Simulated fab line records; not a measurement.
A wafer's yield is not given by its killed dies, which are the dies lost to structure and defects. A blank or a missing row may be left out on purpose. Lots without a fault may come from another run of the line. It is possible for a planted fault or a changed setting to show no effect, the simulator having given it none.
Code-filled problem report in 8D (eight disciplines) form + flow gf180mcu + the parts of the form that need people (team, actions taken, sign-off) are left out

## 1. PROBLEM STATEMENT
Wafers free of any fault read 1216 (standard deviation 11) for VT_IMPLANT_2_TW at GF_VT_IMPLANT_TW_MEAS_21, against a mean of 1417 on 6 wafers of 2 lots. That is +18 standard deviations from the usual mean.
Earliest sighting: wafer L759.4 on film_metro-02 at day 10 03:52. The record has a number at this step for 36 wafers belonging to 12 lots. Rule for "out" (also "out of limits"): further than 4 standard deviations from the usual mean. All remaining wafers that have a number are taken as sound.

## 2. WHAT IT IS, WHAT IT ISN'T
| question                    | is                     | is not                                                                          |
|-----------------------------|------------------------|---------------------------------------------------------------------------------|
| which readings at this step | VT_IMPLANT_2_TW        | -                                                                               |
| which lots                  | L759, L760             | L746, L747, L749, L753, L755, L757, L758, L763, L765, L767                      |
| which wafers of those lots  | all that have a number | -                                                                               |
| read on which gauges        | film_metro-02          | film_metro-03, film_metro-04                                                    |
| when                        | from day 10 03:52      | up to then (21 sound wafers); but 9 sound wafers of L763, L765, L767 came after |

## 3. WHAT RULES OUT EACH SUSPECT
Counting: any tool at a process step up to the reading is kept as a suspect provided that every lot that is out went through it and no sound lot did after the first of them.
- the gauge at GF_VT_IMPLANT_TW_MEAS_21 is ruled out. All the wafers that are out were read on film_metro-02, but those of them that GF_VT_IMPLANT_IMPLANT_19 has rows for are out there too, on other tools.
- implanter-04 at GF_VT_IMPLANT_IMPLANT_19: kept. Every lot that is out went through it, starting with L759 (day 10 03:39), and after that it ran no sound lot; the last sound lot it ran before then is L757 (day 9 15:08). Its own readings are out on those wafers: dose_ions_cm2, faraday_current_uA.
Left after counting: implanter-04 at GF_VT_IMPLANT_IMPLANT_19.

## 4. THE CAUSE (what the simulator had put in)
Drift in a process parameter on implanter-04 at GF_VT_IMPLANT_IMPLANT_19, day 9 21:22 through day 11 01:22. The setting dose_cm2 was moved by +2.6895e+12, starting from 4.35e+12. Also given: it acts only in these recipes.
This tool alone remained once counting was done.

## 5. SEQUENCE OF EFFECTS, ordered by route
Each row: a reading where the mean over the struck wafers with a number is more than 3 standard deviations away from the usual. Only readings for which the record gives a usual standard deviation are gone through. hours: the time from each lot's start at the first step in this table that gives one to its start at this step, as a median over the lots. sigmas: the change in usual standard deviations.
| hours | step                     | reading            | usual     | on struck wafers | change     | sigmas      |
|-------|--------------------------|--------------------|-----------|------------------|------------|-------------|
| 0     | GF_VT_IMPLANT_IMPLANT_19 | dose_ions_cm2      | 4.351e+12 | 7.040e+12        | +2.689e+12 | +99 or more |
| 0     | GF_VT_IMPLANT_IMPLANT_19 | faraday_current_uA | 24.6      | 39.3             | +14.7      | +31         |
| 0     | GF_VT_IMPLANT_TW_MEAS_21 | VT_IMPLANT_2_TW    | 1216      | 1417             | +201       | +18         |
Here are the process steps it includes:
- GF_VT_IMPLANT_IMPLANT_19
Later measuring or inspecting steps at which every struck wafer that the step has a row for has a number for every such reading, and none has moved that far: GF_DUAL_GATE_OVL_MEAS_11, GF_M2_RS_MEAS_05.

## 6. HOW IT WOULD HAVE BEEN CAUGHT EARLIER
6 hours passed between the start of the fault at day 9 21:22 and the first reading out of limits at a measuring or inspecting step in this record, taken at day 10 03:52.
The tool's own readings at GF_VT_IMPLANT_IMPLANT_19 were out on every struck wafer that the step has a row for (dose_ions_cm2, faraday_current_uA): an alarm limit on them would have fired on the first of those.
Among the 2 lots that are out, L760 began GF_VT_IMPLANT_IMPLANT_19 on implanter-04 after day 10 03:52. Putting the tool on hold at that point would have spared it.
